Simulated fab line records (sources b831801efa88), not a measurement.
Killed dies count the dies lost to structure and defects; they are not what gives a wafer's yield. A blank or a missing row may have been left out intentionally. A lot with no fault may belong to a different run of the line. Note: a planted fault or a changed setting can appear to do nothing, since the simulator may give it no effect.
fab line records	flow sky130
[record] lots = 6	wafers = 18	lastDay = 50
route steps=708 shown PWDE@54 NWELL@56 PAD_OPEN@708
lots with no fault: from the same line, run without faults
startH: the number of hours between the record's first day and the start of the first shown wafer of the lot	waitH: hours elapsed since this lot's preceding step	" unchanged from the row above	L1.1+2: one row covering several wafers at once	- no value, or no start given	* or withheld: withheld	< > ~ a bound
route shown NAME@n: NAME is a module with steps in the file, n the number in the route of the first one	usual: the fault-free wafers' mean and standard deviation	same: alike in all rows	chamber/n: place in a boat	sites: the reading at each site	_std_site: standard deviation of those values	_edge_site: inner sites' mean taken away from outer sites' mean	radiusMm: how far each site lies from the wafer's centre	mask NAME#n: copy n	behind: the most recent tool/chamber to have shaped the wafer	hold: why the lot was held/for how many hours/how that ended	device: which transistor (n, p or np) failed to switch	end of line: the route-end tests of the same wafers	where a step has no rows: the recipe by itself	killed: count of dies lost to structure and defects at first sort (not the wafer's yield)	map: shows each die of a wafer: x if killed, . if not, _ if none is there
set.NAME: the setting that was run; set.NAME@STEP: the one run at that earlier step	model.NAME: the simulator's own value behind a step, which no gauge read
lots at some steps of the route; a table a step, a row a wafer
services: when a tool's chamber went out of use (startH, in hours from the record's first day, below 0 if earlier), for how many hours, and the reason
[[steps]]
[step SKY_PWDE_STRIP_09]
[recipe] chemistry = O2/N2	powerW = 1400	pressureMtorr = 1500	platenTempC = withheld	o2FlowSccm = 3000	n2FlowSccm = 300	overashFraction = 0.5
[usual] chamberPressureMTorr = 1500.1/1.3	drypumpMotorCurrentA = 5.73/0.3	o2FlowSccm = 3000/7.9	oesProductAu = 0.722/0.0048	stripTimeToEndpointS = 36.88/0.11
lot.wafer	tool	chamber	startH	waitH	chamberPressureMTorr	drypumpMotorCurrentA	o2FlowSccm	oesProductAu	rfHoursCounterH	stripTimeToEndpointS
L274.2	plasmaAsher-02	1	104.87	0.1	1499.0	5.47	3002	0.723	42	36.83
L274.3	"	0	"	"	1499.5	5.57	2986	0.721	-	36.75
L274.4	"	1	"	"	1498.8	5.44	3003	0.731	-	36.80
L277.1	plasmaAsher-01	1	120.00	0.1	1499.6	5.57	2997	0.718	30	36.60
L277.2	"	0	"	"	1499.4	6.37	3010	0.725	30	36.71
L277.3	"	1	"	"	1501.0	5.57	3008	0.720	-	36.68
L281.3	plasmaAsher-04	0	142.93	0.1	1499.8	5.64	2991	0.723	-	37.05
L281.5	"	1	"	"	1500.2	5.94	3008	0.724	-	36.94
L281.6	"	0	"	"	1500.7	5.64	2994	0.722	-	36.95
L286.4	plasmaAsher-02	1	168.68	0.1	1499.9	5.47	2989	0.723	-	36.88
L286.5	"	1	"	"	1498.2	5.46	3002	0.726	-	36.77
L286.6	"	0	"	"	1501.9	5.59	3007	0.720	-	36.80
L287.2	plasmaAsher-02	1	174.39	0.1	1500.6	5.51	2998	0.725	5	36.82
L287.4	"	0	"	"	1498.1	5.54	3009	0.726	-	36.73
L287.6	"	0	"	"	1499.5	5.54	2991	0.724	-	36.87
L290.4	plasmaAsher-01	0	191.28	0.1	1500.5	6.36	3000	0.720	-	36.66
L290.5	"	1	"	"	1501.1	5.55	3010	0.711	-	36.77
L290.6	"	0	"	"	1498.7	6.35	3007	0.725	-	36.77
[step SKY_PWDE_TW_MEAS_10]
[usual] PWDE_TW = 375/3.1
lot.wafer	tool	chamber	startH	waitH	PWDE_TW
L274.2	filmMetro-02	-	104.98	0.1	371
L274.3	"	-	"	"	373
L274.4	"	-	"	"	374
L277.1	filmMetro-03	-	120.10	0.1	375
L277.2	"	-	"	"	376
L277.3	"	-	"	"	376
L281.3	filmMetro-01	-	143.02	0.1	374
L281.5	"	-	"	"	374
L281.6	"	-	"	"	373
L286.4	filmMetro-03	-	168.77	0.1	379
L286.5	"	-	"	"	377
L286.6	"	-	"	"	377
L287.2	filmMetro-01	-	174.50	0.1	370
L287.4	"	-	"	"	372
L287.6	"	-	"	"	372
L290.4	filmMetro-03	-	191.37	0.1	378
L290.5	"	-	"	"	375
L290.6	"	-	"	"	377
[step SKY_NWELL_DEHYDRATE_03]
[recipe] tempC = 200	timeS = 60
[step SKY_NWELL_HMDS_04]
[recipe] primeTimeS = 60	primeTempC = 120
[step SKY_NWELL_COAT_05]
[recipe] spinRpm = 2000	resistThkNm = 3000
[step SKY_NWELL_SOFTBAKE_06]
[recipe] tempC = 110	timeS = withheld
[step SKY_NWELL_EXPOSE_07]
[recipe] maskId = NWM	na = 0.6	sourceShape = conventional	sigmaOuter = 0.6	polarization = unpolarized	targetCdNm = 840	doseMj = 255
[step SKY_NWELL_PEB_08]
[recipe] tempC = 115	timeS = withheld
[step SKY_NWELL_DEVELOP_09]
[recipe] wallAngleDeg = 90	developer = TMAH	developTimeS = 60	devTempC = 23
[step SKY_NWELL_OVL_MEAS_10]
[usual] NWELL_00_OVL = 0.1/1.2
lot.wafer	tool	chamber	startH	waitH	NWELL_00_OVL[nm]
L274.2	overlay-02	-	123.74	-	1.1
L274.3	"	-	"	"	2.1
L274.4	"	-	"	"	2.3
L277.1	overlay-02	-	140.18	-	1.5
L277.2	"	-	"	"	2.0
L277.3	"	-	"	"	1.6
L281.3	overlay-02	-	162.72	-	1.9
L281.5	"	-	"	"	-0.5
L281.6	"	-	"	"	0.8
L286.4	overlay-01	-	189.63	-	-0.4
L286.5	"	-	"	"	0.4
L286.6	"	-	"	"	1.0
L287.2	overlay-02	-	195.42	-	-0.7
L287.4	"	-	"	"	-0.7
L287.6	"	-	"	"	-0.6
L290.4	overlay-02	-	212.85	-	-0.8
L290.5	"	-	"	"	0.4
L290.6	"	-	"	"	1.0
[step SKY_NWELL_IMPLANT_11]
[recipe] species = P	energyKev = 400	doseCm2 = 1.9e+13	tiltDeg = withheld
[step SKY_NWELL_IMPLANT_12]
[recipe] species = P	energyKev = 120	doseCm2 = 1.3e+12	tiltDeg = withheld
[step SKY_NWELL_IMPLANT_13]
[recipe] species = P	energyKev = 50	doseCm2 = 7e+11	tiltDeg = withheld
[usual] beamEnergyKeV = 50.001/0.014	doseIonsCm2 = 7e+11/7.4e+08	faradayCurrentUA = 3.95/0.085
[same] implantIonAmu = 31
lot.wafer	tool	chamber	startH	waitH	beamEnergyKeV	doseIonsCm2	faradayCurrentUA
L274.2	implanter-01	0	124.09	0.1	49.994	7.004e+11	4.09
L274.3	"	0	"	"	50.000	6.998e+11	3.95
L274.4	"	0	"	"	50.024	7.005e+11	4.03
L277.1	implanter-01	0	140.52	0.1	50.022	3.715e+11	2.07
L277.2	"	0	"	"	50.013	3.737e+11	2.08
L277.3	"	0	"	"	49.993	3.71e+11	2.13
L281.3	implanter-01	0	163.10	0.1	50.025	3.719e+11	2.09
L281.5	"	0	"	"	50.017	3.718e+11	2.15
L281.6	"	0	"	"	49.994	3.715e+11	2.14
L286.4	implanter-02	0	190.02	0.1	49.975	6.997e+11	3.99
L286.5	"	0	"	"	50.002	6.996e+11	3.92
L286.6	"	0	"	"	50.002	6.987e+11	3.90
L287.2	implanter-02	0	195.77	0.1	50.033	7.004e+11	4.05
L287.4	"	0	"	"	49.994	7.008e+11	3.85
L287.6	"	0	"	"	50.026	7.009e+11	4.00
L290.4	implanter-04	0	213.24	0.1	50.007	7.006e+11	3.88
L290.5	"	0	"	"	50.019	6.998e+11	4.05
L290.6	"	0	"	"	50.019	7.007e+11	4.04
[step SKY_NWELL_STRIP_14]
[recipe] chemistry = O2/N2	powerW = 1400	pressureMtorr = 1500	platenTempC = withheld	o2FlowSccm = 3000	n2FlowSccm = 300	overashFraction = 0.5
[usual] chamberPressureMTorr = 1500.1/1.5	drypumpMotorCurrentA = 5.7/0.42	o2FlowSccm = 3001/9.6	oesProductAu = 0.722/0.0049	stripTimeToEndpointS = 36.93/0.096
lot.wafer	tool	chamber	startH	waitH	chamberPressureMTorr	drypumpMotorCurrentA	o2FlowSccm	oesProductAu	rfHoursCounterH	stripTimeToEndpointS
L274.2	plasmaAsher-03	1	124.22	0.1	1500.8	6.0	2993	0.727	44	36.96
L274.3	"	0	"	"	1498.8	5.1	2990	0.716	-	36.87
L274.4	"	1	"	"	1500.0	6.0	3011	0.715	-	36.83
L277.1	plasmaAsher-01	1	140.67	0.1	1499.0	5.5	3002	0.725	32	36.93
L277.2	"	0	"	"	1499.1	6.3	2994	0.725	32	36.93
L277.3	"	1	"	"	1499.1	5.5	3001	0.719	-	36.95
L281.3	plasmaAsher-01	0	163.23	0.1	1499.4	6.4	3003	0.721	-	36.98
L281.5	"	1	"	"	1497.9	5.6	3015	0.721	-	36.96
L281.6	"	0	"	"	1500.8	6.4	2998	0.728	-	36.97
L286.4	plasmaAsher-02	0	190.13	0.1	1500.5	5.6	3002	0.727	-	36.87
L286.5	"	1	"	"	1500.9	5.5	3001	0.732	-	36.93
L286.6	"	0	"	"	1502.6	5.6	3000	0.732	-	36.78
L287.2	plasmaAsher-03	0	195.90	0.1	1500.4	5.1	3006	0.727	51	36.77
L287.4	"	1	"	"	1500.0	6.0	3010	0.715	-	36.82
L287.6	"	0	"	"	1498.5	5.1	3006	0.718	-	36.73
L290.4	plasmaAsher-01	1	213.35	0.1	1500.4	5.6	3010	0.722	-	36.82
L290.5	"	1	"	"	1501.3	5.6	3002	0.714	-	36.85
L290.6	"	0	"	"	1501.2	6.3	2999	0.732	-	36.93
[step SKY_NWELL_TW_MEAS_15]
[usual] NWELL_TW = 1821/15
lot.wafer	tool	chamber	startH	waitH	NWELL_TW
L274.2	filmMetro-03	-	124.33	0.1	1838
L274.3	"	-	"	"	1837
L274.4	"	-	"	"	1829
L277.1	filmMetro-03	-	140.77	0.1	1822
L277.2	"	-	"	"	1813
L277.3	"	-	"	"	1820
L281.3	filmMetro-01	-	163.32	0.1	1820
L281.5	"	-	"	"	1806
L281.6	"	-	"	"	1814
L286.4	filmMetro-03	-	190.23	0.1	1828
L286.5	"	-	"	"	1832
L286.6	"	-	"	"	1836
L287.2	filmMetro-01	-	196.01	0.1	1814
L287.4	"	-	"	"	1825
L287.6	"	-	"	"	1816
L290.4	filmMetro-01	-	213.45	0.1	1814
L290.5	"	-	"	"	1820
L290.6	"	-	"	"	1816
[step SKY_NWELL_DEHYDRATE_16]
[recipe] tempC = 200	timeS = 60
[step SKY_NWELL_HMDS_17]
[recipe] primeTimeS = 60	primeTempC = 120
[step SKY_NWELL_COAT_18]
[recipe] spinRpm = 2000	resistThkNm = 3000
[step SKY_NWELL_SOFTBAKE_19]
[recipe] tempC = 110	timeS = withheld
[step SKY_NWELL_EXPOSE_20]
[recipe] maskId = NWM_COMPLEMENT	na = 0.6	sourceShape = conventional	sigmaOuter = 0.6	polarization = unpolarized	targetCdNm = 840	doseMj = 260
[step SKY_NWELL_PEB_21]
[recipe] tempC = 115	timeS = withheld
[step SKY_NWELL_DEVELOP_22]
[recipe] wallAngleDeg = 90	developer = TMAH	developTimeS = 60	devTempC = 23
[step SKY_NWELL_OVL_MEAS_23]
[usual] NWELL_01_OVL = -0.5/1.4
lot.wafer	tool	chamber	startH	waitH	NWELL_01_OVL[nm]
L274.2	overlay-02	-	144.02	-	-1.4
L274.3	"	-	"	"	-0.8
L274.4	"	-	"	"	-0.8
L277.1	overlay-01	-	160.81	-	-1.5
L277.2	"	-	"	"	-0.7
L277.3	"	-	"	"	-1.0
L281.3	overlay-02	-	183.84	-	2.1
L281.5	"	-	"	"	2.2
L281.6	"	-	"	"	2.5
L286.4	overlay-02	-	211.35	-	-0.1
L286.5	"	-	"	"	0.7
L286.6	"	-	"	"	0.5
L287.2	overlay-01	-	217.66	-	1.5
L287.4	"	-	"	"	0.7
L287.6	"	-	"	"	0.7
L290.4	overlay-02	-	234.62	-	0.4
L290.5	"	-	"	"	-0.8
L290.6	"	-	"	"	0.2
[step SKY_NWELL_IMPLANT_24]
[recipe] species = B	energyKev = 140	doseCm2 = 9.2e+12	tiltDeg = withheld
[step SKY_NWELL_STRIP_25]
[recipe] chemistry = O2/N2	powerW = 1400	pressureMtorr = 1500	platenTempC = withheld	o2FlowSccm = 3000	n2FlowSccm = 300	overashFraction = 0.5
[usual] chamberPressureMTorr = 1500.0/1.4	drypumpMotorCurrentA = 5.7/0.39	o2FlowSccm = 2999/9.1	oesProductAu = 0.722/0.0045	stripTimeToEndpointS = 36.95/0.11
lot.wafer	tool	chamber	startH	waitH	chamberPressureMTorr	drypumpMotorCurrentA	o2FlowSccm	oesProductAu	rfHoursCounterH	stripTimeToEndpointS
L274.2	plasmaAsher-01	1	144.20	0.1	1498.8	5.5	2984	0.722	33	36.86
L274.3	"	1	"	"	1499.4	5.6	2980	0.714	-	36.81
L274.4	"	0	"	"	1500.1	6.3	2996	0.717	-	36.91
L277.1	plasmaAsher-02	1	161.00	0.1	1497.6	5.5	2987	0.711	4	36.86
L277.2	"	0	"	"	1501.0	5.6	2998	0.722	4	36.97
L277.3	"	1	"	"	1500.6	5.4	2984	0.728	-	37.08
L281.3	plasmaAsher-03	1	184.05	0.1	1499.2	6.0	2999	0.724	-	36.88
L281.5	"	1	"	"	1498.3	6.0	2993	0.730	-	36.88
L281.6	"	0	"	"	1500.6	5.1	2994	0.720	-	36.78
L286.4	plasmaAsher-03	1	211.55	0.1	1500.0	6.0	3010	0.726	-	36.78
L286.5	"	0	"	"	1498.0	5.2	2995	0.723	-	36.96
L286.6	"	1	"	"	1499.8	6.0	3003	0.723	-	36.89
L287.2	plasmaAsher-02	0	217.84	0.1	1500.3	5.5	2997	0.714	10	36.92
L287.4	"	1	"	"	1498.4	5.5	3012	0.720	-	36.83
L287.6	"	0	"	"	1500.1	5.6	3001	0.725	-	36.73
L290.4	plasmaAsher-03	0	234.82	0.1	1500.1	5.1	3014	0.725	-	36.88
L290.5	"	1	"	"	1500.7	6.0	2994	0.727	-	36.80
L290.6	"	0	"	"	1499.2	5.1	3015	0.714	-	36.84
[step SKY_NWELL_TW_MEAS_26]
[usual] NWELL_2_TW = 497/4.2
lot.wafer	tool	chamber	startH	waitH	NWELL_2_TW
L274.2	filmMetro-02	-	144.31	0.1	492
L274.3	"	-	"	"	493
L274.4	"	-	"	"	495
L277.1	filmMetro-03	-	161.10	0.1	505
L277.2	"	-	"	"	503
L277.3	"	-	"	"	506
L281.3	filmMetro-02	-	184.14	0.1	493
L281.5	"	-	"	"	493
L281.6	"	-	"	"	491
L286.4	filmMetro-03	-	211.65	0.1	502
L286.5	"	-	"	"	500
L286.6	"	-	"	"	497
L287.2	filmMetro-01	-	217.95	0.1	490
L287.4	"	-	"	"	493
L287.6	"	-	"	"	494
L290.4	filmMetro-02	-	234.92	0.1	493
L290.5	"	-	"	"	494
L290.6	"	-	"	"	495
[step SKY_NWELL_CLEAN_27]
[recipe] chemistry = SC1/SC2	mix = 1:4:20	tempC = 70	timeS = 150	dry = n2Spin
[step SKY_NWELL_RTA_28]
[recipe] tempC = 1050	timeS = 30	idleTempC = 650	rampUpCPerS = 150	rampDownCPerS = 90	ambient = N2
[usual] lampPowerPct = 25.30/0.054	rampUpCPerS = 150.00/0.026	wafer_temp_C_max = 1054.9/1
lot.wafer	tool	chamber	startH	waitH	lampPowerPct	rampUpCPerS	wafer_temp_C_max
L274.2	rtpAnneal-02	0	144.43	0.0	25.32	150.02	1056.9
L274.3	"	0	"	"	25.31	150.00	1056.3
L274.4	"	0	"	"	25.27	150.05	1054.7
L277.1	rtpAnneal-02	0	161.21	0.0	25.44	150.00	1052.8
L277.2	"	0	"	"	25.30	149.99	1053.6
L277.3	"	0	"	"	25.39	149.98	1053.2
L281.3	rtpAnneal-02	0	184.26	0.0	25.29	149.98	1054.2
L281.5	"	0	"	"	25.27	149.99	1054.8
L281.6	"	0	"	"	25.33	150.02	1055.4
L286.4	rtpAnneal-02	0	211.78	0.1	25.37	149.98	1055.7
L286.5	"	0	"	"	25.28	150.01	1055.5
L286.6	"	0	"	"	25.36	149.97	1053.7
L287.2	rtpAnneal-02	0	218.07	0.0	25.35	149.98	1055.8
L287.4	"	0	"	"	25.36	150.00	1055.8
L287.6	"	0	"	"	25.31	150.00	1055.0
L290.4	rtpAnneal-02	0	235.05	0.1	25.21	150.00	1056.1
L290.5	"	0	"	"	25.27	150.02	1054.1
L290.6	"	0	"	"	25.35	149.99	1055.0
[step SKY_NWELL_RS_MEAS_29]
[recipe] thkMeasGauge = four-point-probe
[usual] NWELL_RS = 625.2/1.7
lot.wafer	tool	chamber	startH	waitH	NWELL_RS[ohm/sq]
L274.2	filmMetro-03	-	144.53	0.1	624.5
L274.3	"	-	"	"	625.3
L274.4	"	-	"	"	624.7
L277.1	filmMetro-01	-	161.31	0.1	639.0
L277.2	"	-	"	"	636.7
L277.3	"	-	"	"	636.2
L281.3	filmMetro-03	-	184.37	0.1	633.7
L281.5	"	-	"	"	634.7
L281.6	"	-	"	"	634.5
L286.4	filmMetro-02	-	211.89	0.1	624.2
L286.5	"	-	"	"	623.4
L286.6	"	-	"	"	624.1
L287.2	filmMetro-02	-	218.17	0.1	625.8
L287.4	"	-	"	"	624.8
L287.6	"	-	"	"	625.4
L290.4	filmMetro-02	-	235.16	0.1	625.0
L290.5	"	-	"	"	624.7
L290.6	"	-	"	"	627.0
[step SKY_PAD_OPEN_PROBE_99]
[usual] killed_at_M0_to_M3 = 43/7.9	killed_at_M4_up = 2.9/1.8	killedAtContacts = 24/5.5	killedAtFrontEnd = 15/4.2	killedAtOther = 0.2/0.46	killedDies = 86/11	killedOpen = 47/8.1	killedShort = 39/6.4
[same] grossDies = 492	killedAtBackSide = 0
lot.wafer	tool	chamber	startH	waitH	killed_at_M0_to_M3	killed_at_M4_up	killedAtContacts	killedAtFrontEnd	killedAtOther	killedDies	killedOpen	killedShort	model.etest.nfet_16v.rOnOhmUm	model.etest.pfetG5v0d10v5.rOnOhmUm	model.etest.tip_p_5v.rsOhmSq	model.etest.pfetG5v0d10v5.driveUaUm	model.etest.pfet_01v8_lvt.driveUaUm	model.etest.pfet_01v8_mvt.driveUaUm	model.etest.pfetG5v0d10v5.offLog10AUm	model.etest.pfet_01v8_lvt.offLog10AUm
L274.2	prober-02	-	1123.70	0.1	53	4	15	15	0	87	51	36	1.401e+04	4797	2840	342.5	172.2	151.3	-12.94	-8.933
L274.3	prober-02	-	1123.75	0.2	37	4	25	14	0	80	43	37	1.42e+04	4788	2819	338.8	172.5	150.8	-12.62	-8.808
L274.4	prober-02	-	1123.80	0.2	44	1	26	17	0	88	52	36	1.402e+04	4709	2834	344.6	173.3	152.3	-12.6	-8.805
L277.1	prober-02	-	1135.41	0.1	50	1	22	13	0	86	52	34	1.498e+04	4598	2756	352	183.4	153.2	-10.61	-7.202
L277.2	prober-02	-	1135.46	0.1	50	6	27	10	0	93	49	44	1.493e+04	4592	2781	357.4	186.5	155.1	-10.58	-7.181
L277.3	prober-02	-	1135.51	0.2	35	2	32	11	0	80	55	25	1.469e+04	4532	2779	359.9	190.4	160.2	-10.34	-7.098
L281.3	prober-02	-	1160.87	0.2	39	3	26	11	0	79	45	34	1.438e+04	4494	2788	363.2	186.5	158.9	-10.8	-7.46
L281.5	prober-02	-	1160.97	0.2	39	2	18	19	1	79	42	37	1.441e+04	4539	2789	366	185.1	158.8	-10.79	-7.312
L281.6	prober-02	-	1161.02	0.2	32	1	21	6	0	60	33	27	1.434e+04	4538	2812	361.9	185.1	158.6	-10.66	-7.451
L286.4	prober-01	-	1182.76	0.2	48	5	29	14	0	96	53	43	1.411e+04	4712	2863	340.9	175.4	159.4	-12.41	-8.948
L286.5	prober-01	-	1182.81	0.2	55	4	18	14	2	93	51	42	1.389e+04	4690	2849	346.1	176.8	160.5	-12.4	-8.928
L286.6	prober-01	-	1182.86	0.2	55	1	30	6	0	92	52	40	1.412e+04	4774	2879	343.1	174.8	158.1	-12.25	-8.73
L287.2	prober-02	-	1185.13	0.1	42	2	30	25	1	100	51	49	1.354e+04	4716	2873	350.3	174.1	155.3	-12.61	-9.106
L287.4	prober-02	-	1185.23	0.2	50	4	24	20	0	98	50	48	1.388e+04	4740	2892	344.8	173.5	153.6	-12.83	-8.984
L287.6	prober-02	-	1185.33	0.2	35	2	24	7	0	68	33	35	1.376e+04	4749	2880	340.9	176	153.4	-12.9	-8.915
L290.4	prober-01	-	1197.03	0.2	54	3	19	18	1	95	58	37	1.413e+04	4740	2859	348.4	172.2	149.2	-12.4	-8.811
L290.5	prober-01	-	1197.08	0.2	49	2	20	18	0	89	51	38	1.39e+04	4674	2853	350.3	174	150.4	-12.47	-8.492
L290.6	prober-01	-	1197.13	0.2	42	5	18	19	1	85	50	35	1.404e+04	4716	2837	349.5	171.3	149.1	-12.46	-8.597
// killed by level:class
L274.2 VIA1:geometricParticle:open=9 VIA2:geometricParticle:open=9 VIA3:geometricParticle:open=9 CONTACT:geometricParticle:open=7 FIELD_ISO:geometricParticle:open=6 VIA1:geometricParticle:short=5 METAL1:geometricParticle:short=5 LI_CONTACT:geometricParticle:open=4
L274.3 CONTACT:geometricParticle:open=9 VIA1:geometricParticle:short=7 VIA3:geometricParticle:open=7 FIELD_ISO:geometricParticle:open=5 VIA1:geometricParticle:open=5 CONTACT:geometricParticle:short=5 LOCAL_INTERCONNECT:geometricParticle:short=5 VIA3:geometricParticle:short=5
L274.4 VIA1:geometricParticle:open=13 CONTACT:geometricParticle:open=8 CONTACT:geometricParticle:short=7 LI_CONTACT:geometricParticle:open=6 VIA2:geometricParticle:open=6 VIA3:geometricParticle:open=6 FIELD_ISO:geometricParticle:short=5 LOCAL_INTERCONNECT:geometricParticle:short=4
L277.1 VIA1:geometricParticle:open=13 CONTACT:geometricParticle:open=8 VIA3:geometricParticle:open=8 METAL2:geometricParticle:short=6 VIA2:geometricParticle:open=6 FIELD_ISO:geometricParticle:open=5 LI_CONTACT:geometricParticle:open=5 LI_CONTACT:geometricParticle:short=4
L277.2 CONTACT:geometricParticle:open=12 METAL2:geometricParticle:short=10 VIA2:geometricParticle:open=8 VIA1:geometricParticle:open=8 LI_CONTACT:geometricParticle:open=6 METAL1:geometricParticle:short=6 METAL3:geometricParticle:short=6 VIA3:geometricParticle:open=6
L277.3 CONTACT:geometricParticle:open=13 VIA1:geometricParticle:open=8 LI_CONTACT:geometricParticle:open=8 VIA3:geometricParticle:open=8 CONTACT:geometricParticle:short=6 METAL2:geometricParticle:short=6 VIA2:geometricParticle:open=6 FIELD_ISO:geometricParticle:open=4
L281.3 CONTACT:geometricParticle:open=11 VIA1:geometricParticle:open=6 METAL2:geometricParticle:open=6 METAL2:geometricParticle:short=6 VIA3:geometricParticle:open=5 LI_CONTACT:geometricParticle:open=5 LOCAL_INTERCONNECT:geometricParticle:short=5 VIA3:geometricParticle:short=5
L281.5 VIA1:geometricParticle:open=11 LI_CONTACT:geometricParticle:open=7 CONTACT:geometricParticle:open=6 FIELD_ISO:geometricParticle:open=5 POLY_GATE:geometricParticle:short=5 METAL2:geometricParticle:short=5 VIA3:geometricParticle:open=5 POLY_GATE:geometricParticle:open=4
L281.6 CONTACT:geometricParticle:open=11 VIA1:geometricParticle:open=7 VIA2:geometricParticle:open=5 FIELD_ISO:geometricParticle:short=4 CONTACT:geometricParticle:short=4 VIA3:geometricParticle:open=4 VIA3:geometricParticle:short=4 LI_CONTACT:geometricParticle:open=3
L286.4 LI_CONTACT:geometricParticle:open=13 VIA1:geometricParticle:open=10 VIA3:geometricParticle:open=6 CONTACT:geometricParticle:short=6 VIA2:geometricParticle:open=6 FIELD_ISO:geometricParticle:open=5 METAL2:geometricParticle:short=5 CONTACT:geometricParticle:open=5
L286.5 VIA1:geometricParticle:open=12 LI_CONTACT:geometricParticle:open=9 VIA3:geometricParticle:open=7 VIA2:geometricParticle:short=6 METAL2:geometricParticle:short=6 VIA2:geometricParticle:open=6 FIELD_ISO:geometricParticle:open=5 VIA1:geometricParticle:short=5
L286.6 VIA2:geometricParticle:open=13 VIA1:geometricParticle:open=12 LI_CONTACT:geometricParticle:open=11 CONTACT:geometricParticle:open=7 METAL2:geometricParticle:short=6 CONTACT:geometricParticle:short=5 VIA1:geometricParticle:short=5 LOCAL_INTERCONNECT:geometricParticle:short=4
L287.2 VIA1:geometricParticle:open=11 CONTACT:geometricParticle:open=9 FIELD_ISO:geometricParticle:open=7 VIA1:geometricParticle:short=7 METAL3:geometricParticle:short=7 FIELD_ISO:geometricParticle:short=6 LI_CONTACT:geometricParticle:open=6 LOCAL_INTERCONNECT:geometricParticle:short=6
L287.4 FIELD_ISO:geometricParticle:open=9 VIA1:geometricParticle:open=8 CONTACT:geometricParticle:short=7 VIA2:geometricParticle:open=7 VIA3:geometricParticle:open=7 VIA2:geometricParticle:short=6 LI_CONTACT:geometricParticle:open=5 METAL3:geometricParticle:short=5
L287.6 VIA1:geometricParticle:open=11 CONTACT:geometricParticle:open=7 METAL1:geometricParticle:short=6 METAL2:geometricParticle:short=5 LI_CONTACT:geometricParticle:short=5 VIA2:geometricParticle:open=5 FIELD_ISO:geometricParticle:short=4 CONTACT:geometricParticle:short=4
L290.4 VIA2:geometricParticle:open=12 VIA1:geometricParticle:open=10 VIA3:geometricParticle:open=9 LI_CONTACT:geometricParticle:open=8 FIELD_ISO:geometricParticle:short=6 POLY_GATE:geometricParticle:open=6 VIA1:geometricParticle:short=6 CONTACT:geometricParticle:open=5
L290.5 VIA1:geometricParticle:open=12 LI_CONTACT:geometricParticle:open=11 VIA2:geometricParticle:open=10 VIA3:geometricParticle:open=8 POLY_GATE:geometricParticle:short=6 VIA1:geometricParticle:short=5 METAL2:geometricParticle:short=5 POLY_GATE:geometricParticle:open=4
L290.6 VIA1:geometricParticle:open=12 CONTACT:geometricParticle:open=7 METAL2:geometricParticle:short=7 VIA2:geometricParticle:open=6 POLY_GATE:geometricParticle:open=5 POLY_GATE:geometricParticle:short=5 LI_CONTACT:geometricParticle:open=5 VIA3:geometricParticle:open=4
[[services]]
tool	chamber	startH	hours	kind
implanter-04	-	101.33	3.1	repair
plasmaAsher-04	-	104.48	2.5	repair
plasmaAsher-02	-	108.75	9.0	pm
plasmaAsher-02	0	108.75	9.0	ventCycle
plasmaAsher-02	1	108.75	9.0	ventCycle
plasmaAsher-02	0	117.75	-	clean
plasmaAsher-02	1	117.75	-	clean
rtpAnneal-02	-	118.14	4.6	pm
implanter-04	-	121.99	4.2	pm
plasmaAsher-03	-	124.32	2.8	pm
implanter-02	-	166.47	3.6	pm
implanter-02	-	187.44	1.8	repair
implanter-04	-	194.54	6.0	pm
implanter-04	-	224.18	2.9	repair
[[key]]
[firstSign] step = SKY_NWELL_IMPLANT_13	reading = doseIonsCm2	direction = down	sigmas = 99+	usual = *	struck = *
[effect] step = SKY_NWELL_IMPLANT_13	reading = faradayCurrentUA	direction = down	sigmas = 22	usual = 3.95	struck = 2.11
[effect] step = SKY_NWELL_RS_MEAS_29	reading = NWELL_RS	direction = up	sigmas = 6.1	usual = 625.2	struck = 635.8
[modelEffect] step = SKY_PAD_OPEN_PROBE_99	value = etest.nfet_16v.rOnOhmUm	without = 1.42e+04	struck = 1.462e+04
metAt SKY_NWELL_IMPLANT_13
struckWafers L277.1,L277.2,L277.3,L281.3,L281.5,L281.6
testerLeftOut L277,L281
onsetBetween 124.09 140.52
[fault] kind = processParameterDrift	tool = implanter-01	chamber = -	onsetH = 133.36	steps = SKY_NWELL_IMPLANT_13	channel = doseCm2	offset = *	shape = step	endH = 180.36	actsIn = *	stated = *
// testerLeftOut: of these lots the tester's yield and bins aren't shown, on N5 and GAA mostly nor the transistor test; their killed dies are dies lost to structure and defects alone, not to doping, threshold or leakage, so they don't give the yield
